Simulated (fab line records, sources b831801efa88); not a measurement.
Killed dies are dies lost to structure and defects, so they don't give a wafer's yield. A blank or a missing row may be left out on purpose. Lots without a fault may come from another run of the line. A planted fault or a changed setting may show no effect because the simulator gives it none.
fab line records | flow sfq_line
record lots=7 wafers=21 last_day=100
route steps=325 shown I4@176 JJ@178 M5@198 A5B@209 R5@212 M8@325
lots that met no fault: from a run of the same line without faults
start_h: hours from the record's first day to the start of the lot's first wafer shown | wait_h: hours since the lot's step before | " the same as in the row above | L1.1+2: a row that stands for several wafers | - no value, or no start given | * or withheld: withheld | < > ~ a bound
route shown NAME@n: a module of which the file shows steps, and the number in the route of the first | usual: mean/standard deviation of fault-free wafers | same: alike in all rows | chamber/n: place in a boat | sites: the reading at each site | _std_site: their standard deviation | _edge_site: outer sites' mean less inner sites' | radius_mm: how far each site lies from the wafer's centre | mask NAME#n: copy n | behind: the tool/chamber that last shaped the wafer | hold: why the lot was held/for how many hours/how that ended | device: the transistor (n, p or np) that didn't switch | end of line: the same wafers' tests at the end of the route | a step without rows: its recipe alone | killed: dies lost to structure and defects at the first sort, not the wafer's yield | map: a wafer's dies, x killed, . not, _ none there
set.NAME: the setting as run; set.NAME@STEP: as run at that earlier step | model.NAME: the simulator's own value behind a step, which no gauge read
lots at some steps of the route; a table a step, a row a wafer
services: from which hour (start_h, from the record's first day; less than 0 if before it) a tool's chamber was out of use, for how many hours, and why
## steps
# step SFQ_TRILAYER_I4_VIA_STRIP_STRIP_107
# recipe gas=O2 power_w=200 platen_temp_c=40 overash_fraction=0.65 chemistry=O2 pressure_mtorr=50
# step SFQ_TRILAYER_I4_VIA_STRIP_SOLV_CLEAN_108
# recipe chemistry=NMP temp_c=70 time_s=600
# step SFQ_TRILAYER_JJ_TRILAYER_DEP_PRE_CLEAN_113
# recipe gas=Ar time_s=22.5 bias_v=250
# step SFQ_TRILAYER_JJ_TRILAYER_DEP_SPUTTER_109
# recipe material=Nb base_pressure_pa=1.33e-06 chamber_pressure_pa=0.1333 substrate_temp_c=20 target_thk_nm=150 power_w=2000 time_s=100
# step SFQ_TRILAYER_JJ_TRILAYER_DEP_SPUTTER_110
# recipe material=Al base_pressure_pa=1.33e-06 target_thk_nm=8 power_w=500 time_s=10 chamber_pressure_pa=0.4
# step SFQ_TRILAYER_JJ_TRILAYER_DEP_AL_OXIDATION_111
# recipe pressure_mbar=0.014667 oxidation_time_s=600 temperature_k=293
# step SFQ_TRILAYER_JJ_TRILAYER_DEP_SPUTTER_112
# recipe material=Nb base_pressure_pa=1.33e-06 chamber_pressure_pa=0.1333 substrate_temp_c=20 target_thk_nm=170 power_w=2000 time_s=113.3
# step SFQ_JJ_RS_MEAS_929
# recipe thk_meas_gauge=four-point-probe reads=Nb_of_TRILAYER_JJ_TRILAYER_DEP_SPUTTER_112
# usual JJ_NB_RS=1.048/0.012
# columns lot.wafer tool chamber start_h wait_h JJ_NB_RS[ohm/sq]
L180.1 film_metro-03 - 1457.54 0.0 1.022
L180.2 " - " " 1.032
L180.5 " - " " 1.032
L181.2 film_metro-03 - 1474.52 0.1 1.062
L181.4 " - " " 1.066
L181.6 " - " " 1.056
L182.1 film_metro-03 - 1479.87 0.0 1.034
L182.2 " - " " 1.044
L182.5 " - " " 1.039
L186.1 film_metro-03 - 1579.21 0.0 1.035
L186.5 " - " " 1.027
L186.6 " - " " 1.030
L191.1 film_metro-01 - 1597.49 0.0 1.058
L191.2 " - " " 1.041
L191.5 " - " " 1.053
L192.1 film_metro-01 - 1600.81 0.0 1.046
L192.5 " - " " 1.051
L192.6 " - " " 1.070
L193.2 film_metro-04 - 1602.03 0.1 1.033
L193.3 " - " " 1.045
L193.6 " - " " 1.056
# step SFQ_TRILAYER_JJ_CE_LITHO_COAT_119
# recipe resist=BARC spin_rpm=3000 resist_thk_nm=62
# step SFQ_TRILAYER_JJ_CE_LITHO_COAT_114
# recipe resist=KrF spin_rpm=3000 resist_thk_nm=600
# step SFQ_TRILAYER_JJ_CE_LITHO_SOFTBAKE_118
# recipe temp_c=withheld time_s=withheld resist=KrF
# step SFQ_TRILAYER_JJ_CE_LITHO_EXPOSE_115
# recipe mask_id=J5 na=0.6 source_shape=conventional sigma_outer=0.65 target_cd_nm=700 dose_mj=14.4
# columns lot.wafer tool chamber start_h wait_h mask
L180.1+2+5 krf_scanner-01 0 1551.55 - J5#0
L181.2+4+6 krf_scanner-01 0 1556.55 - J5#0
L182.1+2+5 krf_scanner-01 0 1561.15 - J5#0
L186.1+5+6 krf_scanner-02 0 1580.14 - J5#0
L191.1+2+5 krf_scanner-02 0 1603.39 - J5#0
L192.1+5+6 krf_scanner-02 0 1605.79 - J5#0
L193.2+3+6 krf_scanner-02 0 1608.39 - J5#0
# step SFQ_TRILAYER_JJ_CE_LITHO_PEB_117
# recipe peb_temp_c=115 peb_time_s=60 resist=KrF
# step SFQ_TRILAYER_JJ_CE_LITHO_DEVELOP_116
# recipe time_s=60 resist=KrF
# step SFQ_JJ_OVL_MEAS_931
# usual J5_OVL=0/6.5
# columns lot.wafer tool chamber start_h wait_h J5_OVL[nm]
L180.1 overlay-01 - 1553.05 0.1 8
L180.2 " - " " 12
L180.5 " - " " 11
L181.2 overlay-01 - 1557.85 0.1 17
L181.4 " - " " 18
L181.6 " - " " 13
L182.1 overlay-01 - 1562.65 0.1 -6
L182.2 " - " " 4
L182.5 " - " " -3
L186.1 overlay-01 - 1581.64 0.1 2
L186.5 " - " " -1
L186.6 " - " " 4
L191.1 overlay-01 - 1604.89 0.1 4
L191.2 " - " " -1
L191.5 " - " " -2
L192.1 overlay-01 - 1607.29 0.1 -10
L192.5 " - " " 0
L192.6 " - " " -1
L193.2 overlay-01 - 1609.70 0.1 -7
L193.3 " - " " -10
L193.6 " - " " -11
# step SFQ_TRILAYER_JJ_CE_METRO_MEASURE_117
# usual cd_nm=700.0/1.1
# columns lot.wafer tool chamber start_h wait_h cd_nm
L180.1 cd_sem-02 - 1553.08 0.0 700.4
L180.2 " - " " 700.4
L180.5 " - " " 700.2
L181.2 cd_sem-01 - 1558.08 0.2 699.7
L181.4 " - " " 699.5
L181.6 " - " " 699.3
L182.1 cd_sem-02 - 1562.68 0.0 701.1
L182.2 " - " " 701.1
L182.5 " - " " 700.2
L186.1 cd_sem-02 - 1581.68 0.0 700.1
L186.5 " - " " 699.4
L186.6 " - " " 699.8
L191.1 cd_sem-01 - 1604.93 0.0 693.1
L191.2 " - " " 695.5
L191.5 " - " " 682.1
L191.1 cd_sem-01 - 1606.30 1.2 693.0
L191.2 " - " " 695.5
L191.5 " - " " 681.8
L192.1 cd_sem-02 - 1607.33 0.0 683.3
L192.5 " - " " 688.1
L192.6 " - " " 678.0
L192.1 cd_sem-02 - 1608.70 1.2 683.1
L192.5 " - " " 688.1
L192.6 " - " " 678.1
L193.2 cd_sem-01 - 1609.93 0.2 694.6
L193.3 " - " " 684.2
L193.6 " - " " 689.6
L193.2 cd_sem-01 - 1611.30 1.2 694.3
L193.3 " - " " 683.8
L193.6 " - " " 690.0
# step SFQ_TRILAYER_JJ_CE_BARC_OPEN_RIE_150
# recipe mask_material=PR chemistry=O2 target_depth_nm=240 target=BARC icp_w=600 bias_w=80 pressure_mtorr=10 time_s=80
# usual bias_w=80.00/0.23 drypump_motor_current_A=6.0/0.45 oes_product_au=0.538/0.0048
# columns lot.wafer tool chamber start_h wait_h bias_w drypump_motor_current_A oes_product_au rf_hours_counter_h model.JJ.cd_nm
L180.1 rie_metal-03 0 1554.28 1.0 80.30 6.0 0.543 49 699.3
L180.2 " 1 " " 80.18 5.2 0.546 64 702
L180.5 " 1 " " 80.03 5.2 0.548 - 700.8
L181.2 rie_metal-02 1 1559.08 0.8 80.28 6.3 0.536 1 698.3
L181.4 " 0 " " 80.05 5.6 0.539 - 699.5
L181.6 " 0 " " 79.99 5.6 0.543 - 700.8
L182.1 rie_metal-02 0 1563.88 1.0 80.00 5.6 0.538 98 701
L182.2 " 1 " " 80.45 6.4 0.534 3 700.5
L182.5 " 0 " " 79.85 5.6 0.537 - 701.2
L186.1 rie_metal-03 0 1582.88 1.0 80.63 6.0 0.543 55 698.3
L186.5 " 1 " " 79.49 5.2 0.527 - 699.1
L186.6 " 0 " " 80.55 6.0 0.531 - 697.5
L191.1 rie_metal-02 1 1610.30 3.8 79.82 6.3 0.533 9 693.7
L191.2 " 0 " " 79.73 5.6 0.539 105 695.3
L191.5 " 0 " " 80.13 5.6 0.537 - 681.7
L192.1 rie_metal-02 1 1614.75 5.8 80.12 6.3 0.538 10 684.6
L192.5 " 0 " " 80.09 5.6 0.534 - 688.3
L192.6 " 1 " " 80.19 6.4 0.536 - 678.8
L193.2 rie_metal-02 0 1616.31 4.8 80.16 5.6 0.537 106 694.9
L193.3 " 0 " " 79.95 5.6 0.537 - 685.3
L193.6 " 0 " " 79.90 5.6 0.541 - 690
# step SFQ_TRILAYER_JJ_CE_ETCH_RIE_118
# recipe target=Nb stop_on=Al2O3 mask_material=PR taper_deg=13.257 over_etch_frac=0.15 time_s=97.7 chemistry=SF6 target_depth_nm=170 icp_w=600 bias_w=80 pressure_mtorr=10
# usual bias_w=79.98/0.26 drypump_motor_current_A=6.0/0.45 oes_product_au=0.989/0.009
# columns lot.wafer tool chamber start_h wait_h bias_w drypump_motor_current_A oes_product_au rf_hours_counter_h model.JJ.cd_nm
L180.1 rie_metal-03 0 1554.37 0.1 79.66 6.0 0.996 49 698.4
L180.2 " 1 " " 79.87 5.3 0.968 64 702.1
L180.5 " 1 " " 80.43 5.3 0.966 - 701.4
L181.2 rie_metal-02 1 1559.17 0.1 79.90 6.3 0.985 2 698.8
L181.4 " 0 " " 79.64 5.6 0.985 - 698.5
L181.6 " 0 " " 79.75 5.6 0.989 - 699.5
L182.1 rie_metal-02 0 1563.97 0.1 79.73 5.6 1.012 98 700.6
L182.2 " 1 " " 79.89 6.4 0.990 3 700.8
L182.5 " 0 " " 79.83 5.6 1.006 - 700.3
L186.1 rie_metal-03 0 1582.97 0.1 80.15 6.0 1.004 55 697.6
L186.5 " 1 " " 80.02 5.3 0.979 - 699.9
L186.6 " 0 " " 80.21 6.0 1.000 - 697
L191.1 rie_metal-02 1 1610.39 0.1 79.54 6.4 0.983 10 694.2
L191.2 " 0 " " 80.17 5.6 0.986 105 694.3
L191.5 " 0 " " 79.75 5.6 0.985 - 680.3
L192.1 rie_metal-02 1 1614.84 0.1 79.72 6.4 0.999 10 685.9
L192.5 " 0 " " 80.11 5.6 0.992 - 687.7
L192.6 " 1 " " 80.02 6.4 0.988 - 679.5
L193.2 rie_metal-02 0 1616.40 0.1 80.00 5.6 1.005 106 694.1
L193.3 " 0 " " 80.07 5.6 0.989 - 685.1
L193.6 " 0 " " 79.72 5.6 0.989 - 688.8
# step SFQ_TRILAYER_JJ_ANODIZE_ANODIZE_119
# recipe current_density_ma_cm2=withheld end_current_density_ma_cm2=withheld bath_temp_c=withheld
# step SFQ_TRILAYER_JJ_CE_STRIP_STRIP_120
# recipe gas=O2 power_w=200 platen_temp_c=40 overash_fraction=0.65 chemistry=O2 pressure_mtorr=50
# usual drypump_motor_current_A=6.0/0.43 oes_product_au=1.006/0.012
# same overash_fraction=0.65
# columns lot.wafer tool chamber start_h wait_h drypump_motor_current_A oes_product_au rf_hours_counter_h
L180.1 rie_metal-02 1 1554.98 0.0 6.4 1.006 1
L180.2 " 0 " " 5.6 1.001 96
L180.5 " 1 " " 6.4 1.012 -
L181.2 rie_metal-02 0 1559.78 0.0 5.6 1.001 97
L181.4 " 1 " " 6.4 1.005 -
L181.6 " 0 " " 5.6 1.000 -
L182.1 rie_metal-02 1 1564.58 0.0 6.4 1.016 3
L182.2 " 0 " " 5.6 1.004 98
L182.5 " 0 " " 5.6 1.010 -
L186.1 rie_metal-04 1 1583.62 0.0 6.1 1.016 41
L186.5 " 1 " " 6.1 1.009 -
L186.6 " 0 " " 6.7 1.004 -
L191.1 rie_metal-03 0 1611.37 0.4 6.0 0.999 59
L191.2 " 1 " " 5.3 0.981 74
L191.5 " 0 " " 6.0 0.995 -
L192.1 rie_metal-02 0 1616.17 0.7 5.6 1.012 106
L192.5 " 1 " " 6.3 1.011 -
L192.6 " 0 " " 5.6 1.015 -
L193.2 rie_metal-02 1 1617.01 0.0 6.3 1.015 10
L193.3 " 1 " " 6.3 1.013 -
L193.6 " 1 " " 6.4 1.009 -
# step SFQ_TRILAYER_JJ_CE_STRIP_SOLV_CLEAN_121
# recipe chemistry=NMP temp_c=70 time_s=600
# step SFQ_TRILAYER_M5_LITHO_COAT_128
# recipe resist=BARC spin_rpm=3000 resist_thk_nm=62
# step SFQ_TRILAYER_M5_LITHO_COAT_123
# recipe resist=KrF spin_rpm=3000 resist_thk_nm=600
# step SFQ_TRILAYER_M5_LITHO_SOFTBAKE_127
# recipe temp_c=withheld time_s=withheld resist=KrF
# step SFQ_TRILAYER_M5_LITHO_EXPOSE_124
# recipe mask_id=M5 na=0.6 source_shape=conventional sigma_outer=0.65 target_cd_nm=700 dose_mj=14.4
# step SFQ_TRILAYER_M5_LITHO_PEB_126
# recipe peb_temp_c=115 peb_time_s=60 resist=KrF
# step SFQ_TRILAYER_M5_LITHO_DEVELOP_125
# recipe time_s=60 resist=KrF
# step SFQ_M5_OVL_MEAS_932
# usual M5_OVL=-1/5.1
# columns lot.wafer tool chamber start_h wait_h M5_OVL[nm]
L180.1 overlay-02 - 1642.40 0.1 -7
L180.2 " - " " -7
L180.5 " - " " -5
L181.2 overlay-02 - 1646.00 0.1 -5
L181.4 " - " " -6
L181.6 " - " " -5
L182.1 overlay-02 - 1654.55 0.1 4
L182.2 " - " " -4
L182.5 " - " " 3
L186.1 overlay-01 - 1679.25 0.1 -3
L186.5 " - " " -1
L186.6 " - " " 1
L191.1 overlay-02 - 1699.77 0.1 1
L191.2 " - " " -5
L191.5 " - " " 4
L192.1 overlay-02 - 1704.57 0.1 -3
L192.5 " - " " 4
L192.6 " - " " 0
L193.2 overlay-02 - 1706.98 0.1 -4
L193.3 " - " " -5
L193.6 " - " " -4
# step SFQ_TRILAYER_M5_BARC_OPEN_METAL_ETCH_161
# recipe mask_material=PR chemistry=O2 target_depth_nm=125 target=BARC icp_w=600 bias_w=80 pressure_mtorr=10 time_s=41.7
# step SFQ_TRILAYER_M5_ETCH_METAL_ETCH_126
# recipe target=Nb stop_on=SiO2 mask_material=PR over_etch_frac=0.15 time_s=203.2 chemistry=Cl2/BCl3 target_depth_nm=265 icp_w=600 bias_w=80 pressure_mtorr=10
# step SFQ_TRILAYER_M5_STRIP_STRIP_127
# recipe gas=O2 power_w=200 platen_temp_c=40 overash_fraction=0.65 chemistry=O2 pressure_mtorr=50
# step SFQ_TRILAYER_M5_STRIP_SOLV_CLEAN_128
# recipe chemistry=NMP temp_c=70 time_s=600
# step SFQ_TRILAYER_A5B_DEP_PECVD_129
# recipe material=SiO2 temp_c=150 time_s=133.33 pressure_torr=2.4 rf_w=183.3 precursor=SiH4/N2O target_thk_nm=600
# usual heater_power_w=87/11 susceptor_temp_C=150.00/0.13 throttle_valve_pct=23.9/1.1
# columns lot.wafer tool chamber start_h wait_h heater_power_w susceptor_temp_C throttle_valve_pct
L180.1 pecvd-03 2 1643.48 0.0 104 149.99 23.1
L180.2 " 0 " " 89 149.78 24.4
L180.5 " 1 " " 81 149.99 22.7
L181.2 pecvd-04 1 1647.06 0.0 69 150.00 24.2
L181.4 " 2 " " 89 149.85 23.2
L181.6 " 0 " " 101 149.85 23.9
L182.1 pecvd-01 0 1655.61 0.0 96 150.00 26.2
L182.2 " 2 " " 74 149.97 25.8
L182.5 " 0 " " 96 149.85 26.2
L186.1 pecvd-04 0 1680.31 0.0 90 150.19 23.7
L186.5 " 1 " " 57 150.00 24.7
L186.6 " 0 " " 96 149.96 23.7
L191.1 pecvd-01 2 1700.84 0.0 85 150.03 22.7
L191.2 " 1 " " 91 150.07 22.8
L191.5 " 2 " " 73 150.20 23.1
L192.1 pecvd-03 2 1705.64 0.0 101 149.90 23.2
L192.5 " 1 " " 76 150.18 22.9
L192.6 " 0 " " 101 149.85 24.6
L193.2 pecvd-04 2 1708.04 0.0 80 149.81 23.2
L193.3 " 1 " " 61 149.98 24.6
L193.6 " 1 " " 67 150.30 24.5
# step SFQ_TRILAYER_A5B_CMP_CMP_130
# recipe stop_on=Nb down_force_psi=3 platen_rpm=60 target_thk_nm=340.7
# usual motor_current_A=10.4/0.74 platen_rpm=60.00/0.038
# columns lot.wafer tool chamber start_h wait_h motor_current_A platen_rpm
L181.2 cmp-01 3 1649.06 2.0 10.8 59.97
L181.4 " 2 1650.56 3.4 8.9 60.08
L181.6 " 3 " " 10.4 59.98
L180.1 cmp-02 2 1650.02 6.5 10.4 59.98
L180.2 " 3 " " 10.8 60.06
L180.5 " 1 1651.52 8.0 10.7 59.95
L182.1 cmp-02 1 1655.70 0.0 10.9 60.03
L182.2 " 3 1656.70 1.0 11.3 60.08
L182.5 " 1 1657.70 2.0 10.3 60.01
L186.1 cmp-02 3 1680.90 0.5 11.1 60.06
L186.5 " 2 1682.40 2.0 10.9 60.01
L186.6 " 3 " " 12.0 59.95
L191.2 cmp-01 2 1700.93 0.0 9.1 60.03
L191.1 " 3 " " 10.3 59.96
L191.5 " 3 1703.43 2.5 10.5 59.97
L192.1 cmp-02 0 1705.73 0.0 11.0 59.89
L192.6 " 0 1707.73 2.0 10.6 59.96
L192.5 " 1 " " 10.7 60.03
L193.2 cmp-02 0 1709.23 1.1 10.8 59.92
L193.3 " 2 1710.23 2.1 10.0 60.00
L193.6 " 0 1711.23 3.1 10.5 59.99
# step SFQ_TRILAYER_A5B_METRO_MEASURE_131
# usual thk_nm=341/6
# columns lot.wafer tool chamber start_h wait_h thk_nm
L180.1 film_metro-04 - 1652.02 1.5 344
L180.2 " - " " 348
L180.5 " - " " 348
L181.2 film_metro-02 - 1652.35 2.8 335
L181.4 " - " " 341
L181.6 " - " " 332
L182.1 film_metro-03 - 1658.70 2.5 336
L182.2 " - " " 336
L182.5 " - " " 340
L186.1 film_metro-03 - 1683.40 2.0 346
L186.5 " - " " 344
L186.6 " - " " 348
L191.1 film_metro-04 - 1703.93 2.0 341
L191.2 " - " " 341
L191.5 " - " " 336
L192.1 film_metro-04 - 1708.73 2.5 350
L192.5 " - " " 343
L192.6 " - " " 357
L193.2 film_metro-04 - 1711.93 2.2 356
L193.3 " - " " 343
L193.6 " - " " 351
# step SFQ_TRILAYER_R5_DEP_SPUTTER_132
# recipe material=Ti base_pressure_pa=1.33e-06 target_thk_nm=5 power_w=2000 time_s=5 chamber_pressure_pa=0.4
# step SFQ_TRILAYER_R5_DEP_SPUTTER_133
# recipe material=MoNx base_pressure_pa=1.33e-06 target_thk_nm=40 power_w=1000 time_s=66.7 chamber_pressure_pa=0.4
# usual throttle_valve_pct=30.3/1.1
# columns lot.wafer tool chamber start_h wait_h throttle_valve_pct
L180.1 pvd_sputter-03 - 1653.24 0.0 29.3
L180.2 " - " " 30.9
L180.5 " - " " 30.1
L181.2 pvd_sputter-06 - 1653.37 0.0 29.8
L181.4 " - " " 29.4
L181.6 " - " " 32.5
L182.1 pvd_sputter-06 - 1659.92 0.0 29.6
L182.2 " - " " 29.8
L182.5 " - " " 30.4
L186.1 pvd_sputter-06 - 1684.62 0.0 30.4
L186.5 " - " " 29.6
L186.6 " - " " 30.5
L191.1 pvd_sputter-03 - 1705.15 0.0 29.6
L191.2 " - " " 30.3
L191.5 " - " " 29.3
L192.1 pvd_sputter-05 - 1709.95 0.0 30.8
L192.5 " - " " 29.5
L192.6 " - " " 28.7
L193.2 pvd_sputter-05 - 1712.95 0.0 31.3
L193.3 " - " " 29.4
L193.6 " - " " 30.8
# step SFQ_TRILAYER_R5_DEP_SPUTTER_134
# recipe material=Ti base_pressure_pa=1.33e-06 target_thk_nm=5 power_w=2000 time_s=5 chamber_pressure_pa=0.4
# step SFQ_R5_RS_MEAS_933
# recipe thk_meas_gauge=four-point-probe reads=Ti_of_TRILAYER_R5_DEP_SPUTTER_134+MoNx_of_TRILAYER_R5_DEP_SPUTTER_133+Ti_of_TRILAYER_R5_DEP_SPUTTER_132
# usual R5_MONX_RS=7.07/0.083
# columns lot.wafer tool chamber start_h wait_h R5_MONX_RS[ohm/sq]
L180.1 film_metro-04 - 1653.32 0.0 7.02
L180.2 " - " " 6.93
L180.5 " - " " 6.90
L181.2 film_metro-01 - 1653.47 0.0 7.17
L181.4 " - " " 7.12
L181.6 " - " " 7.18
L182.1 film_metro-02 - 1659.99 0.0 7.07
L182.2 " - " " 7.13
L182.5 " - " " 7.11
L186.1 film_metro-02 - 1684.70 0.0 7.12
L186.5 " - " " 7.07
L186.6 " - " " 7.03
L191.1 film_metro-02 - 1705.22 0.0 7.04
L191.2 " - " " 6.96
L191.5 " - " " 7.01
L192.1 film_metro-02 - 1710.02 0.0 7.02
L192.5 " - " " 6.98
L192.6 " - " " 7.11
L193.2 film_metro-01 - 1713.04 0.0 7.23
L193.3 " - " " 7.06
L193.6 " - " " 7.16
# step SFQ_R5_THK_MEAS_934
# recipe thk_meas_gauge=xrf reads=MoNx_of_TRILAYER_R5_DEP_SPUTTER_133
# usual R5_MONX_THK=39.6/0.55
# columns lot.wafer tool chamber start_h wait_h R5_MONX_THK[nm]
L180.1 film_metro-04 - 1653.44 0.1 39.9
L180.2 " - " " 40.0
L180.5 " - " " 40.1
L181.2 film_metro-01 - 1653.58 0.1 39.0
L181.4 " - " " 39.3
L181.6 " - " " 38.8
L182.1 film_metro-02 - 1660.11 0.1 39.2
L182.2 " - " " 39.1
L182.5 " - " " 39.4
L186.1 film_metro-02 - 1684.82 0.1 39.3
L186.5 " - " " 39.8
L186.6 " - " " 40.0
L191.1 film_metro-02 - 1705.34 0.1 39.7
L191.2 " - " " 40.5
L191.5 " - " " 39.8
L192.1 film_metro-02 - 1710.14 0.1 40.2
L192.5 " - " " 40.2
L192.6 " - " " 39.6
L193.2 film_metro-01 - 1713.15 0.1 38.5
L193.3 " - " " 39.4
L193.6 " - " " 38.9
# step SFQ_TRILAYER_R5_LITHO_COAT_141
# recipe resist=BARC spin_rpm=3000 resist_thk_nm=62
# step SFQ_M8_BOW_MEAS_951
# recipe mode=bow
# usual M8_BOW=11/11
# columns lot.wafer tool chamber start_h wait_h M8_BOW[um] model.etest.jj.g_times
L180.1 film_metro-03 - 2245.85 0.0 13 0.9948
L180.2 " - " " 1 1.005
L180.5 " - " " -1 1.004
L181.2 film_metro-01 - 2271.13 0.0 10 0.996
L181.4 " - " " 4 0.9953
L181.6 " - " " 15 0.9982
L182.1 film_metro-02 - 2274.68 0.0 24 1.001
L182.2 " - " " 13 1.002
L182.5 " - " " 26 1
L186.1 film_metro-01 - 2303.00 0.0 10 0.9928
L186.5 " - " " 4 0.9991
L186.6 " - " " 8 0.9911
L191.1 film_metro-03 - 2402.01 0.0 -10 0.983
L191.2 " - " " -6 0.9834
L191.5 " - " " 8 0.9439
L192.1 film_metro-01 - 2402.93 0.0 -14 0.9596
L192.5 " - " " -2 0.9648
L192.6 " - " " -6 0.9417
L193.2 film_metro-01 - 2403.62 0.0 5 0.9827
L193.3 " - " " 9 0.9575
L193.6 " - " " 10 0.9678
## services
# columns tool chamber start_h hours kind
film_metro-04 - 1527.62 7.7 repair
krf_scanner-02 - 1528.01 0.3 repair
pecvd-04 1 1556.13 4.6 repair
cd_sem-02 - 1559.31 0.7 pm
cd_sem-01 - 1563.74 1.1 pm
krf_scanner-02 - 1581.34 1.0 pm
cd_sem-01 - 1583.99 1.0 pm
krf_scanner-02 - 1595.56 4.1 repair
krf_scanner-02 - 1598.30 0.9 repair
cd_sem-01 - 1598.80 0.4 pm
cmp-02 - 1599.11 4.0 pm
krf_scanner-02 - 1600.89 1.3 pm
krf_scanner-01 - 1615.15 1.0 pm
pecvd-04 2 1624.48 6.4 repair
krf_scanner-01 - 1626.95 0.8 pm
cd_sem-02 - 1635.68 1.2 pm
pecvd-04 - 1636.37 2.8 pm
cd_sem-02 - 1639.64 0.8 pm
cmp-02 - 1661.58 1.5 repair
film_metro-04 - 1670.21 1.4 pm
cmp-02 - 1686.54 0.5 repair
rie_metal-02 - 1688.57 1.2 repair
krf_scanner-02 - 1693.35 4.4 pm
cd_sem-01 - 1710.16 8.4 repair
## key
first_sign step=SFQ_TRILAYER_JJ_CE_METRO_MEASURE_117 reading=visit direction=added
effect step=SFQ_TRILAYER_JJ_CE_METRO_MEASURE_117 reading=cd_nm direction=down sigmas=11 usual=700.0 struck=687.6
model_effect step=SFQ_TRILAYER_JJ_CE_BARC_OPEN_RIE_150 value=JJ.cd_nm without=699.5 struck=688.1
model_effect step=SFQ_TRILAYER_JJ_CE_ETCH_RIE_118 value=JJ.cd_nm without=699.3 struck=687.8
model_effect step=SFQ_M8_BOW_MEAS_951 value=etest.jj.g_times without=0.9975 struck=0.9649
met_at SFQ_TRILAYER_JJ_CE_LITHO_EXPOSE_115
struck_wafers L191.1,L191.2,L191.5,L192.1,L192.5,L192.6,L193.2,L193.3,L193.6
onset_between 1580.14 1603.39
also_fits time
fault kind=process_parameter_drift tool=krf_scanner-02 chamber=- onset_h=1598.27 steps=SFQ_TRILAYER_JJ_CE_LITHO_EXPOSE_115 channel=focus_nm offset=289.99 spread_by_wafer=0.3 shape=step end_h=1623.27
